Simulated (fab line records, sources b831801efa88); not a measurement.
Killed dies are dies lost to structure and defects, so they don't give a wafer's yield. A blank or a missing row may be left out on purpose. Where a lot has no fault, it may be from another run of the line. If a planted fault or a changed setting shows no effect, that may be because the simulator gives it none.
A struck lot beside a sound one + flow sky130 + 16 steps out of a route of 708
Sound: these wafers, L818.2, L818.4, L818.6. Wafers L815.1, L815.5 were the ones struck. Last of all comes the cause.
At each step with rows: each side's tool, then ch and its chambers, then its first start. Under that, the readings that differ: sound wafers + struck wafers + difference of the means + sigmas: that difference in standard deviations of wafers without a fault.
alike: a reading whose means differ by less than 2 such deviations, as well as words and numbers matching on both sides. not compared: withheld readings; readings where some wafer has no value; bounds like >300 that might hide an equal value; numbers whose values overlap and for which the record gives no deviation.
Wherever a step has rows on one side only, a row that says differs or no value, or a row with sigmas, the two part there. Non-overlapping numbers with no deviation appear without sigmas and do not part them. Lack of a reading on every wafer of one side parts them only where that side has two or more wafers.

first, 2 steps without rows for these wafers: SKY_METAL4_PEB_11; SKY_METAL4_DEVELOP_12 (develop time 60 s).
SKY_METAL4_CD_MEAS_13: target cd 300 nm.
  sound on cd_sem-02 at day 45 09:37; struck on cd_sem-01 at day 44 18:27
  alike: cd_nm
SKY_METAL4_OVL_MEAS_14:
  sound on overlay-02 at day 45 09:44; struck on overlay-01 at day 44 18:34
  alike: METAL4_OVL
then, 1 step without rows for these wafers: SKY_METAL4_DESCUM_15 (chemistry O2, time 8 s).
SKY_METAL4_ETCH_16: etches BARC in N2/H2, stops on SiO2, time 88.2 s, target depth 60 nm.
  sound on rie_metal-01 ch 1, day 45 09:47; struck on rie_metal-02 ch 0, day 44 18:38
| reading                     | sound       | struck  | difference | sigmas |
|-----------------------------|-------------|---------|------------|--------|
| drypump_motor_current_A (A) | 6.6 6.6 6.6 | 5.7 5.7 | -0.9       | -2     |
  alike: oes_product_au, throttle_valve_pct
  not compared: rf_hours_counter_h
SKY_METAL4_ETCH_17: etches SiO2 in C4F8/O2/Ar, stops on TiN, time 3.9 s, target depth 15 nm.
  sound on rie_diel-04 ch 2,3, day 45 09:53; struck on rie_diel-01 ch 2,3, day 44 18:44
  alike: oes_product_au
  not compared: rf_hours_counter_h
SKY_METAL4_METAL_ETCH_18: etches the open film in Cl2/BCl3, stops on SiO2, target depth 845 nm, time 183.1 s.
  sound on rie_metal-03 ch 0,1, day 45 09:55; struck on rie_metal-01 ch 1, day 44 18:46
  alike: drypump_motor_current_A, oes_product_au, throttle_valve_pct
  not compared: rf_hours_counter_h
SKY_METAL4_STRIP_19: strips in O2/N2.
  sound on plasma_asher-04 ch 0,1, day 45 10:05; struck on plasma_asher-01 ch 0, day 44 18:56
  alike: drypump_motor_current_A, oes_product_au, strip_time_to_endpoint_s
  not compared: rf_hours_counter_h
then, 3 steps without rows for these wafers: SKY_METAL4_STRIP_20 (strips in post etch residue remover, time 1200 s); SKY_METAL4_CLEAN_21 (cleans in IPA, time 180 s); SKY_METAL4_CLEAN_22 (cleans in O3/DIW).
SKY_VIA4_HDPCVD_00: deposits SiO2, target thk 1750 nm, time 291.7 s.
  sound on hdpcvd-02 ch 0,2, day 45 10:45; struck on hdpcvd-01 ch 0, day 44 19:32
| reading                                  | sound          | struck    | difference | sigmas |
|------------------------------------------|----------------|-----------|------------|--------|
| model.SiO2_of_VIA4_HDPCVD_00.thk_nm (nm) | 1743 1739 1771 | 1303 1320 | -440       |        |
  alike: pressure_mtorr
SKY_VIA4_THK_MEAS_01:
  sound on film_metro-04 at day 45 10:56; struck on film_metro-02 at day 44 19:43
| reading              | sound          | struck    | difference | sigmas |
|----------------------|----------------|-----------|------------|--------|
| VIA4_HDPCVD_THK (nm) | 1744 1741 1771 | 1304 1319 | -440       | -14    |
SKY_VIA4_CMP_02: polishes SiO2.
  sound on cmp-01 ch 0,1,3, day 45 12:31; struck on cmp-01 ch 0,3, day 44 19:55
| reading                 | sound             | struck      | difference | sigmas |
|-------------------------|-------------------|-------------|------------|--------|
| head_pressure_psi (psi) | 3.980 3.997 3.993 | 4.016 4.010 | +0.023     | +3     |
  alike: motor_current_A
-- the record jumps here: 4 days lie between the struck wafers' starts before and after (it left off in module VIA4 and takes up again in module PAD_OPEN, whose first step shown is number 708 of the route) --
SKY_PAD_OPEN_PROBE_99:
  sound on prober-01 at day 49 00:59; struck on prober-02 at day 48 10:51
| reading                               | sound               | struck        | difference | sigmas |
|---------------------------------------|---------------------|---------------|------------|--------|
| model.etest.tester.sort_n_pass        | 395 410 410         | 370 385       | -28        |        |
| model.etest.tester.sort_yield_pct (%) | 80.28 83.33 83.33   | 75.2 78.25    | -5.6       |        |
| model.etest.tester.sort_bin_3_pct (%) | 0.813 1.016 0.813   | 10.98 4.026   | +6.62      |        |
| model.etest.met5_comb.leak_log10_a_um | -12.1 -11.95 -11.94 | -8.624 -9.878 | +2.746     |        |
  alike: defect_limited_yield, killed_at_M0_to_M3, killed_at_M4_up, killed_at_contacts, killed_at_front_end, killed_at_other, killed_dies, killed_open, killed_short
  not compared: model.etest.tester.sort_bin_4_pct

WHERE THEY PART
Last at SKY_VIA4_CMP_02 as far as this record goes, first at SKY_METAL4_ETCH_16. Later steps at which nothing parts them and some readings are alike: SKY_PAD_OPEN_PROBE_99.

WHY: the cause the simulator had injected
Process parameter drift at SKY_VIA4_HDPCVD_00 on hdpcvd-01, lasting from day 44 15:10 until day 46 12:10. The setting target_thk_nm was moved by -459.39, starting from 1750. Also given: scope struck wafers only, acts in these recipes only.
